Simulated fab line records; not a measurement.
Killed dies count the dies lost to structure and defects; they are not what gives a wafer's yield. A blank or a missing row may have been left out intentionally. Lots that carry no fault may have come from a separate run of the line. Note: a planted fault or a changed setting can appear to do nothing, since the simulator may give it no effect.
The tool behind it: which one? ; flow sky130 ; Sampling: 13 lots, 39 wafers, 4 of 708 route steps

== WHAT THE GAUGES SHOWED, per wafer ==
SKY_POLY_CUT_CD_MEAS_08 targets a cd of 270 nm.
lot;measured;on;cd nm (nm)
L228;day 24 00:10;cd sem-01;270.5 270.2 271.3
L229;day 24 13:50;cd sem-01;270.7 271.3 272.4
L230;day 24 14:12;cd sem-02;268.5 269.5 267.9
L231;day 25 05:02;cd sem-01;268.3 267.1 268.9
L232;day 25 13:59;cd sem-01;268.9 268.8 269.7
L233;day 26 05:50;cd sem-02;270.4 270.9 269.5
L239;day 28 09:08;cd sem-02;272.0 270.4 269.8
L241;day 28 23:35;cd sem-01;269.0 268.3 268.7
L242;day 29 03:05;cd sem-02;269.3 270.0 269.6
L244;day 29 12:00;cd sem-02;269.0 269.6 268.7
L246;day 30 05:26;cd sem-01;270.0 269.8 268.8
L248;day 31 08:44;cd sem-01;270.1 271.2 271.0
L250;day 31 10:50;cd sem-01;271.1 271.0 271.4

SKY_SD_P_TW_MEAS_11.
lot;measured;on;SD_P_TW
L228;day 25 06:18;film metro-02;2810 2815 2814
L229;day 25 19:38;film metro-04;2792 2807 2792
L230;day 25 20:13;film metro-04;2785 2805 2790
L231;day 26 10:04;film metro-04;2823 2806 2814
L232;day 26 19:02;film metro-01;2831 2827 2828
L233;day 27 11:32;film metro-04;2790 2814 2802
L239;day 29 14:08;film metro-01;2827 2827 2818
L241;day 30 03:56;film metro-02;2817 2810 2810
L242;day 30 07:20;film metro-02;2807 2788 2797
L244;day 30 16:27;film metro-04;2795 2797 2799
L246;day 31 10:59;film metro-01;2796 2809 2821
L248;day 32 09:23;film metro-04;2790 2775 2798
L250;day 32 13:57;film metro-04;2774 2800 2781

SKY_SD_N_RS_MEAS_17: the measuring method here is four-point-probe.
lot;measured;on;SD_P_RS (ohm/sq)
L228;day 27 16:25;film metro-02;147.3 147.1 146.9
L229;day 28 05:30;film metro-04;147.4 147.3 147.3
L230;day 28 06:04;film metro-01;147.1 147.1 146.9
L231;day 28 20:15;film metro-01;147.2 146.7 146.9
L232;day 29 03:02;film metro-01;146.6 146.6 146.3
L233;day 29 20:29;film metro-01;147.4 146.9 146.6
L239;day 31 19:26;film metro-01;147.5 147.1 147.0
L241;day 32 08:26;film metro-01;146.9 146.7 146.5
L242;day 32 13:53;film metro-01;146.5 146.4 146.4
L244;day 32 20:37;film metro-04;146.4 147.1 146.7
L246;day 33 16:15;film metro-01;147.3 146.7 146.9
L248;day 34 13:56;film metro-04;146.8 146.4 146.6
L250;day 34 18:19;film metro-02;146.7 146.4 146.8

== EACH LOT AND THE TOOL THAT RAN IT (in order: tool; ch and the chambers of the sampled wafers; start) ==
lot;SKY_SD_N_RTA_14
L228;rtp anneal-02 ch 0, day 27 16:04
L229;rtp anneal-01 ch 0, day 28 05:12
L230;rtp anneal-02 ch 0, day 28 05:46
L231;rtp anneal-01 ch 0, day 28 19:56
L232;rtp anneal-02 ch 0, day 29 02:45
L233;rtp anneal-01 ch 0, day 29 20:12
L239;rtp anneal-01 ch 0, day 31 19:09
L241;rtp anneal-01 ch 0, day 32 08:09
L242;rtp anneal-02 ch 0, day 32 13:36
L244;rtp anneal-02 ch 0, day 32 20:19
L246;rtp anneal-02 ch 0, day 33 15:57
L248;rtp anneal-02 ch 0, day 34 13:39
L250;rtp anneal-02 ch 0, day 34 18:01
- SKY_SD_N_RTA_14: time 2 s.

== WHAT THE TOOLS THEMSELVES READ (means of the sampled wafers that have a number; where no wafer has one, the mark that the record gives instead) ==
SKY_SD_N_RTA_14.
lot;tool;lamp power pct (%);ramp down c per s;ramp up c per s;wafer_temp_C_max
L228;rtp anneal-02;15.73;89.992;149.98;1078.8
L229;rtp anneal-01;15.71;90.010;149.98;1077.6
L230;rtp anneal-02;15.69;89.998;150.01;1077.9
L231;rtp anneal-01;15.77;90.003;150.03;1080.4
L232;rtp anneal-02;15.75;89.991;150.00;1077.2
L233;rtp anneal-01;15.71;90.011;149.97;1078.0
L239;rtp anneal-01;15.73;35.994;149.99;1077.1
L241;rtp anneal-01;15.77;35.995;150.01;1077.1
L242;rtp anneal-02;15.78;90.001;149.98;1080.0
L244;rtp anneal-02;15.72;90.007;149.98;1078.7
L246;rtp anneal-02;15.74;89.997;149.99;1078.1
L248;rtp anneal-02;15.76;90.022;150.00;1078.0
L250;rtp anneal-02;15.76;89.998;150.02;1077.3

== THE ANSWER, worked out from the rows above alone ==
Rule: the usual values come from the lots themselves. Put in order of their means at a reading, lots are off if they are a third of the lots or fewer, leave a main group of 4 or more, and stand apart from it by a gap of 3 or more times the standard deviation of the main group's means; of several such gaps the widest counts. A main group whose means are all the same, to the digits that the tables above print for the reading, isn't used. A lot without any number at a reading at which 4 lots or more have one is off too. Where the step has rows for the other lots, those lots are counted as sound. Order of review: gauges by route order, followed by the tools' own readings, for which a lot's mean as printed above is used. At the first step where some lot is off, the reading lying furthest off is the one used; lots without a number count as furthest.
Off at SKY_SD_N_RTA_14 (ramp down c per s): L239, L241. Main group: mean 90.003, sd 0.0088.
A tool fits if, at that step or a process step before it, it ran every lot that is off, and no sound lot after the first of them. One fits: rtp anneal-01 at SKY_SD_N_RTA_14. A fault onset in the window from L233 (day 29 20:12, its last sound lot) to L239 (day 31 19:09, its first lot off) fits.
The tool's own readings at SKY_SD_N_RTA_14 bear it out: on the lots that are off they differ by more than 5 times the standard deviation of the sound lots' means. ramp down c per s reads 35.995 there against 90.003 on the sound lots.

== WHAT THE SIMULATOR PUT IN ==
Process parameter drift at SKY_SD_N_RTA_14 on rtp anneal-01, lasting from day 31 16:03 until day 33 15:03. Setting ramp down c per s, moved by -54, from 90. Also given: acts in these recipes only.
Struck lots among those shown: L239, L241. Same finding as the rule above.
